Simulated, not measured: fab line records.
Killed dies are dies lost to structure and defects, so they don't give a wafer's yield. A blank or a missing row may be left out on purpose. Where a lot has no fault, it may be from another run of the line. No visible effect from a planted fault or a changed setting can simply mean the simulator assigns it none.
Tool commonality check || flow gf180mcu || 12 lots, 36 wafers sampled

REASON IT WAS OPENED
GF_VT_IMPLANT_RS_MEAS_49, reading MVPSD_RS: flagged on 2 of 12 lots. Wafers without a fault read 1167 ohm/sq, standard deviation 3.1.
Rule: a lot gets a flag if all its wafers with a number sit over 4 standard deviations from that mean, or if no wafer of it has a number. As for the other lots, they are considered sound.

{"lot": "L851", "measured": "day 7 21:23", "on": "filmMetro-03", "MVPSD_RS (ohm/sq), wafer by wafer": "1164 1167 1168", "flag": ""}
{"lot": "L853", "measured": "day 8 06:51", "on": "filmMetro-02", "MVPSD_RS (ohm/sq), wafer by wafer": "1165 1163 1164", "flag": ""}
{"lot": "L854", "measured": "day 8 18:07", "on": "filmMetro-01", "MVPSD_RS (ohm/sq), wafer by wafer": "1165 1167 1167", "flag": ""}
{"lot": "L855", "measured": "day 8 22:15", "on": "filmMetro-02", "MVPSD_RS (ohm/sq), wafer by wafer": "1168 1165 1169", "flag": ""}
{"lot": "L857", "measured": "day 9 11:13", "on": "filmMetro-01", "MVPSD_RS (ohm/sq), wafer by wafer": "1163 1162 1161", "flag": ""}
{"lot": "L862", "measured": "day 10 22:59", "on": "filmMetro-02", "MVPSD_RS (ohm/sq), wafer by wafer": "1065 1060 1063", "flag": "FLAGGED"}
{"lot": "L863", "measured": "day 11 06:02", "on": "filmMetro-01", "MVPSD_RS (ohm/sq), wafer by wafer": "1065 1063 1064", "flag": "FLAGGED"}
{"lot": "L866", "measured": "day 12 00:51", "on": "filmMetro-02", "MVPSD_RS (ohm/sq), wafer by wafer": "1170 1174 1173", "flag": ""}
{"lot": "L867", "measured": "day 12 12:44", "on": "filmMetro-01", "MVPSD_RS (ohm/sq), wafer by wafer": "1161 1165 1164", "flag": ""}
{"lot": "L869", "measured": "day 12 20:06", "on": "filmMetro-03", "MVPSD_RS (ohm/sq), wafer by wafer": "1170 1170 1169", "flag": ""}
{"lot": "L871", "measured": "day 13 11:11", "on": "filmMetro-02", "MVPSD_RS (ohm/sq), wafer by wafer": "1166 1168 1169", "flag": ""}
{"lot": "L872", "measured": "day 14 00:14", "on": "filmMetro-03", "MVPSD_RS (ohm/sq), wafer by wafer": "1166 1171 1168", "flag": ""}
The numbers of the flagged lots are 1063 ohm/sq on average: -104 ohm/sq against the usual, or -33 standard deviations.

WHICH TOOL EACH LOT WENT THROUGH
The record holds 1 process step before the reading, out of a route of 602 steps. Cell contents, in order: the tool; ch with the chambers the sampled wafers went through; the start.
{"lot": "L851", "flag": "", "GF_MVPSD_IMPLANT_08": "implanter-02 ch 0, day 5 07:28"}
{"lot": "L853", "flag": "", "GF_MVPSD_IMPLANT_08": "implanter-04 ch 0, day 5 16:32"}
{"lot": "L854", "flag": "", "GF_MVPSD_IMPLANT_08": "implanter-02 ch 0, day 6 01:50"}
{"lot": "L855", "flag": "", "GF_MVPSD_IMPLANT_08": "implanter-02 ch 0, day 6 05:15"}
{"lot": "L857", "flag": "", "GF_MVPSD_IMPLANT_08": "implanter-02 ch 0, day 6 17:15"}
{"lot": "L862", "flag": "FLAGGED", "GF_MVPSD_IMPLANT_08": "implanter-02 ch 0, day 7 23:51"}
{"lot": "L863", "flag": "FLAGGED", "GF_MVPSD_IMPLANT_08": "implanter-02 ch 0, day 8 06:49"}
{"lot": "L866", "flag": "", "GF_MVPSD_IMPLANT_08": "implanter-04 ch 0, day 9 00:31"}
{"lot": "L867", "flag": "", "GF_MVPSD_IMPLANT_08": "implanter-03 ch 0, day 9 10:38"}
{"lot": "L869", "flag": "", "GF_MVPSD_IMPLANT_08": "implanter-03 ch 0, day 9 16:24"}
{"lot": "L871", "flag": "", "GF_MVPSD_IMPLANT_08": "implanter-04 ch 0, day 10 06:58"}
{"lot": "L872", "flag": "", "GF_MVPSD_IMPLANT_08": "implanter-03 ch 0, day 10 17:37"}
What is done by these steps:
- GF_MVPSD_IMPLANT_08
- GF_VT_IMPLANT_RS_MEAS_49: measures by four-point-probe.

FLAGGED OVER TOTAL, TOOL BY TOOL (the gauges that took the reading come last)
{"step": "GF_MVPSD_IMPLANT_08", "tool": "implanter-02", "lots run": 6, "flagged": 2, "share of the flagged lots": "all", "sound lots run after its first flagged lot": 0}
{"step": "GF_MVPSD_IMPLANT_08", "tool": "implanter-03", "lots run": 3, "flagged": 0, "share of the flagged lots": "none", "sound lots run after its first flagged lot": "-"}
{"step": "GF_MVPSD_IMPLANT_08", "tool": "implanter-04", "lots run": 3, "flagged": 0, "share of the flagged lots": "none", "sound lots run after its first flagged lot": "-"}
{"step": "GF_VT_IMPLANT_RS_MEAS_49", "tool": "filmMetro-01", "lots run": 4, "flagged": 1, "share of the flagged lots": "some", "sound lots run after its first flagged lot": "1 (L867)"}
{"step": "GF_VT_IMPLANT_RS_MEAS_49", "tool": "filmMetro-02", "lots run": 5, "flagged": 1, "share of the flagged lots": "some", "sound lots run after its first flagged lot": "2 (L866,L871)"}
{"step": "GF_VT_IMPLANT_RS_MEAS_49", "tool": "filmMetro-03", "lots run": 3, "flagged": 0, "share of the flagged lots": "none", "sound lots run after its first flagged lot": "-"}

WHAT THE TABLE ALLOWS
1 row of the table ran every flagged lot: implanter-02 at GF_MVPSD_IMPLANT_08.
- implanter-02 at GF_MVPSD_IMPLANT_08 ran 6 lots, 2 of them flagged. Its last sound lot is L857 (day 6 17:15), its first flagged lot L862 (day 7 23:51): a fault that began between those two fits. Its own readings (doseIonsCm2, faradayCurrentUA) fall more than 4 standard deviations out on all wafers of the flagged lots.
Just one tool remains: implanter-02 at GF_MVPSD_IMPLANT_08.

WHAT THE SIMULATOR HAD PUT IN
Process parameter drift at GF_MVPSD_IMPLANT_08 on implanter-02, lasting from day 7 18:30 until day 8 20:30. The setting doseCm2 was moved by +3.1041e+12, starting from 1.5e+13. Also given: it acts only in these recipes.
Shown lots that were struck: L862, L863. The rule given above showed the same thing.
